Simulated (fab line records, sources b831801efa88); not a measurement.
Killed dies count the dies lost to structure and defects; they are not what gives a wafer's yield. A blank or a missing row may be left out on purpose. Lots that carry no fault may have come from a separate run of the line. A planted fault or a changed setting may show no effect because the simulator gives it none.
What tool caused it? :: flow sky130 :: 17 wafers from 6 lots sampled at 3 of the route's 708 steps

## WHAT EACH GAUGE READ, for each wafer
SKY_VIA1_CD_MEAS_12: target cd 150 nm.
lot: L278
measured: day 35 00:59
on: cd-sem-01
cd-nm (nm): 148.2 149.2 149.3

lot: L279
measured: day 35 11:50
on: cd-sem-01
cd-nm (nm): 149.8 149.7 151.0

lot: L284
measured: day 37 04:53
on: cd-sem-02
cd-nm (nm): 151.7 152.1 152.4

lot: L287
measured: day 37 23:12
on: cd-sem-02
cd-nm (nm): 152.5 152.1 153.9

lot: L291
measured: day 38 23:50
on: cd-sem-01
cd-nm (nm): 37.3 151.3

lot: L298
measured: day 40 16:09
on: cd-sem-02
cd-nm (nm): 149.8 149.9 150.0

## TOOL THAT RAN EACH LOT (tool first, then ch and the chambers of the sampled wafers, then the start)
lot: L278
SKY_POLY_CUT_ETCH_10: rie-diel-02 ch 0,2,3, day 25 08:00
SKY_VIA1_EXPOSE_09: krf-scanner-02 ch 0, day 34 11:47

lot: L279
SKY_POLY_CUT_ETCH_10: rie-diel-02 ch 0,1,2, day 25 20:17
SKY_VIA1_EXPOSE_09: krf-scanner-02 ch 0, day 34 22:24

lot: L284
SKY_POLY_CUT_ETCH_10: rie-diel-02 ch 1,2, day 27 18:51
SKY_VIA1_EXPOSE_09: krf-scanner-02 ch 0, day 36 17:07

lot: L287
SKY_POLY_CUT_ETCH_10: rie-diel-02 ch 0,1,3, day 28 15:59
SKY_VIA1_EXPOSE_09: krf-scanner-01 ch 0, day 37 10:45

lot: L291
SKY_POLY_CUT_ETCH_10: rie-diel-04 ch 1,2, day 29 18:17
SKY_VIA1_EXPOSE_09: krf-scanner-01 ch 0, day 38 11:05

lot: L298
SKY_POLY_CUT_ETCH_10: rie-diel-02 ch 0,3, day 31 18:50
SKY_VIA1_EXPOSE_09: krf-scanner-02 ch 0, day 40 03:55
- SKY_POLY_CUT_ETCH_10: etches BARC in N2/H2, stops on SiO2, time 45.9 s, target depth 60 nm.
- SKY_VIA1_EXPOSE_09: exposes mask VIM, target cd 150 nm.

## THE ANSWER, worked out from the rows above alone
Rule: the usual values come from the lots themselves. Put in order of their means at a reading, lots are off if they are a third of the lots or fewer, leave a main group of 4 or more, and stand apart from it by a gap of 3 or more times the standard deviation of the main group's means; of several such gaps the widest counts. A main group whose means are all the same, to the digits that the tables above print for the reading, isn't used. A lot without any number at a reading at which 4 lots or more have one is off too. Where the step has rows for the other lots, those lots are counted as sound.
Off, at SKY_VIA1_CD_MEAS_12 on cd-nm: L291. For the main group the mean is 150.8 nm and the standard deviation 1.5.
If a tool, at a process step before that reading, ran all the lots that are off and no sound lot after the first of them, it fits. The gauges at SKY_VIA1_CD_MEAS_12 are tried like those tools. Can't be told from this: 3 tools fit, rie-diel-04 at SKY_POLY_CUT_ETCH_10, krf-scanner-01 at SKY_VIA1_EXPOSE_09, cd-sem-01 at SKY_VIA1_CD_MEAS_12.

## WHAT THE SIMULATOR PUT IN
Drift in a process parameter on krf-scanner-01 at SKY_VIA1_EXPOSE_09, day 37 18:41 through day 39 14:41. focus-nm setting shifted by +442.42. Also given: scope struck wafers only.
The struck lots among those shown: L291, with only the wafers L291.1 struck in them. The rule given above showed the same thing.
